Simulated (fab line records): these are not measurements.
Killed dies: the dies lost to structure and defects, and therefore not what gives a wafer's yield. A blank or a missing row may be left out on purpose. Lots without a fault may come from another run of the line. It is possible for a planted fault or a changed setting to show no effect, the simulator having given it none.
2 desks looking at one fault -- flow gf180mcu -- what lay behind the numbers comes last; until then each desk has only its own

== AT THE METROLOGY DESK ==
What the gauges read, lot by lot, whatever tool the lot ran on: means of the sampled wafers that have a number. If a lot's mean is further than 4 standard deviations from the usual mean, the lot is out of limits and carries the mark OUT (the distance appears in the brackets).
Columns: A = CONTACT_CVD_00_THK at GF_CONTACT_THK_MEAS_01, usual 298.3 nm; B = cd_nm at GF_V1_CD_MEAS_14, usual 260.1 nm
lot,first seen here,A,B
L166,day 15 13:48,298.5,258.0
L168,day 16 11:05,302.8,259.3
L170,day 16 23:32,298.9,259.3
L171,day 17 13:25,297.3,260.1
L175,day 18 20:47,298.3,261.3
L181,day 20 22:14,296.5,258.6
L184,day 22 00:38,300.3,260.4
L185,day 22 09:49,302.9,260.9
L186,day 22 14:14,295.0,260.5
L187,day 23 06:08,296.9,261.2
L188,day 23 13:17,299.0,261.4
This desk found nothing out of limits on any of the 11 lots.

== TOOL OWNER'S DESK, cmp-02 ==
The tool's own readings at GF_V1_CMP_04 (polishes SiO2): means of the sampled wafers that have a number, for each lot that ran on this tool. If a lot's mean is further than 4 standard deviations from the usual mean, the lot is out of limits and carries the mark OUT (the distance appears in the brackets).
Columns: A = motor_current_A at GF_V1_CMP_04, usual 12.0 A; B = platen_rpm at GF_V1_CMP_04, usual 60.00 rpm; C = retaining_ring_pressure_frac at GF_V1_CMP_04, usual 1.000; D = slurry_flow_ml_min at GF_V1_CMP_04, usual 150.1; E = time_to_endpoint_s at GF_V1_CMP_04, usual 82 s
lot,first seen here,A,B,C,D,E
L166,day 17 14:19,12.5,59.99,1.010,150.0,82
L175,day 21 01:19,12.8,60.02,0.996,149.9,40 (-7.6) OUT
L185,day 24 10:17,12.0,59.98,0.998,150.0,84
L186,day 24 14:55,12.2,59.97,0.999,149.9,79
L188,day 25 12:36,12.4,60.00,0.997,150.5,74
This desk's finding: out of limits on L175; first on L175, day 21 01:19 (time_to_endpoint_s at GF_V1_CMP_04). L166, L185, L186, L188: within limits.

== TAKEN TOGETHER ==
The tool owner's desk had the chance to raise an alarm at day 21 01:19 on L175.
From the metrology desk's view, nothing was out of limits.
The metrology desk holds a record of L175, inside its limits.
Of the lots named, all ran GF_V1_CMP_04 on cmp-02.

== WHAT HAD BEEN PUT IN BY THE SIMULATOR ==
cmp-02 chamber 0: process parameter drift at GF_V1_CMP_04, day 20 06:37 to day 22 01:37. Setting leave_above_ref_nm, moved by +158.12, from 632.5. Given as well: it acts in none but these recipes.
Shown lots that were struck: L175.
Time in hours from fault onset to the first out-of-limits reading at each desk: the tool owner's desk, 19.
